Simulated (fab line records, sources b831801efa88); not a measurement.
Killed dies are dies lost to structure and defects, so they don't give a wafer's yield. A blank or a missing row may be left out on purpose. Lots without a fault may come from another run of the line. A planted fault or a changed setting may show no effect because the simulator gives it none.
Problem report in the 8D (eight disciplines) form, filled by code | flow gf180mcu | the parts of the form that need people (team, actions taken, sign-off) are left out

1. THE PROBLEM
chamber_pressure_pa at GF_M1_SPUTTER_04 reads a mean of 0.2197 Pa on 9 wafers of 3 lots; wafers without a fault read 0.4000 Pa with a standard deviation of 0.00078. That is -99 or more standard deviations from the usual mean.
The step: material TiN, target thk 50 nm, time 41.7 s.
First seen on wafer L510.1, day 20 02:43, on pvd_sputter-02. The record holds 15 wafers of 5 lots with a number at this step. Rule for "out", or "out of limits": more than 4 standard deviations from the usual mean. The other wafers with a number count as sound.

2. WHAT IT IS AND WHAT IT IS NOT
question                    | is                                      | is not
which readings at this step | chamber_pressure_pa, throttle_valve_pct | -
which lots                  | L510, L511, L513                        | L508, L523
which wafers of those lots  | all that have a number                  | -
read on which tools         | pvd_sputter-02                          | pvd_sputter-01
when                        | from day 20 02:43                       | up to then (3 sound wafers); but 3 sound wafers of L523 came after

3. SUSPECTS, AND WHAT RULES EACH OUT
Counting: a tool at a process step up to the reading stays a suspect if it ran every lot that is out and no sound lot after the first of them.
- pvd_sputter-02 at GF_M1_SPUTTER_04 (material TiN, target thk 50 nm, time 41.7 s): kept. It ran every lot that is out, first L510 (day 20 02:43), and no sound lot after that; its last sound lot up to then is L508 (day 19 01:31). Its own readings are out on those wafers: chamber_pressure_pa, throttle_valve_pct.
Left after counting: pvd_sputter-02 at GF_M1_SPUTTER_04.

4. THE CAUSE (what the simulator had put in)
Process parameter drift: pvd_sputter-02, from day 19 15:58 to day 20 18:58, at GF_M1_SPUTTER_04. Setting chamber_pressure_pa, moved by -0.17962, from 0.4. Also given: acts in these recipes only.
Counting left only this tool.

5. THE CHAIN OF EFFECTS, in route order
Each row: a reading whose mean over the struck wafers that have a number lies more than 3 standard deviations from the usual. Only readings for which the record gives a usual standard deviation are gone through. hours: the time from each lot's start at the first step in this table that gives one to its start at this step, as a median over the lots. sigmas: the change in usual standard deviations.
hours | step             | reading             | usual     | on struck wafers | change  | sigmas
0     | GF_M1_SPUTTER_04 | chamber_pressure_pa | 0.4000 Pa | 0.2197           | -0.1803 | -99 or more
0     | GF_M1_SPUTTER_04 | throttle_valve_pct  | 29.9 %    | 40.0             | +10.1   | +9.2
The process steps in it:
- GF_M1_SPUTTER_04: material TiN, target thk 50 nm, time 41.7 s.

6. WHAT WOULD HAVE CAUGHT IT SOONER
In this record the first reading out of limits was taken at day 20 02:43, 11 hours after the fault began at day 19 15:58.
